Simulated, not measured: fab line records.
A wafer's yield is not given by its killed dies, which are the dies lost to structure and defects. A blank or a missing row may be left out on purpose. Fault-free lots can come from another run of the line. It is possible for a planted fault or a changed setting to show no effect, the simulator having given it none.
Matching of chambers    flow gf180mcu    cmp-02 running GF_V5_CMP_04: 4 sister chambers
The step polishes SiO2. 8 wafers are shown with their chamber, then 12 later ones without.

WAFERS, EACH WITH ITS CHAMBER
wafer   chamber  motorCurrentA (A)  platenRpm (rpm)
L085.3  0        13.7               60.00
L088.5  1        12.0               59.98
L089.1  1        12.1               59.97
L089.2  2        11.9               59.97
L089.5  3        13.1               60.01
L090.3  0        12.1               59.97
L090.5  3        12.6               60.03
L090.6  2        12.4               60.06

WAFERS WITHOUT THEIR CHAMBER
wafer   motorCurrentA (A)  platenRpm (rpm)
L091.1  13.8               60.00
L091.2  12.9               60.00
L091.3  11.5               60.00
L093.1  13.0               59.97
L093.3  12.1               60.05
L093.5  12.1               59.96
L095.2  12.8               60.07
L095.3  12.0               60.03
L095.5  13.0               59.96
L096.1  12.5               60.05
L096.3  11.9               59.98
L096.5  11.7               59.96

WHICH CHAMBER EACH WENT THROUGH
wafer   from the rows above                in truth
L091.1  can't be placed: 0 or 3 or 2 or 1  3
L091.2  can't be placed: 0 or 3 or 2 or 1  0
L091.3  can't be placed: 2 or 1 or 3 or 0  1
L093.1  can't be placed: 0 or 3 or 1 or 2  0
L093.3  can't be placed: 2 or 3 or 1 or 0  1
L093.5  can't be placed: 1 or 0 or 2 or 3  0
L095.2  can't be placed: 3 or 2 or 0 or 1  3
L095.3  can't be placed: 2 or 3 or 1 or 0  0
L095.5  can't be placed: 0 or 1 or 3 or 2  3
L096.1  can't be placed: 3 or 2 or 0 or 1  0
L096.3  can't be placed: 1 or 2 or 0 or 3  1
L096.5  can't be placed: 1 or 2 or 0 or 3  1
Correctly placed: 0 of 12. Cannot be placed on the basis of these rows: 12; the candidates contain the true chamber in 12. Number placed wrongly: 0.
How it was worked out, from the rows above alone: a wafer's distance from a chamber is the root of the sum, over the readings, of the square of ((its reading less the chamber's mean) divided by the reading's scatter). If the next closest chamber is less than 2 further off than the closest, the wafer can't be placed; otherwise it belongs to the closest. Each chamber's mean is taken over the wafers shown for it. The scatter: take each reading less its chamber's mean, square it, sum over the shown wafers, divide by the number of wafers less the number of chambers, and take the root.
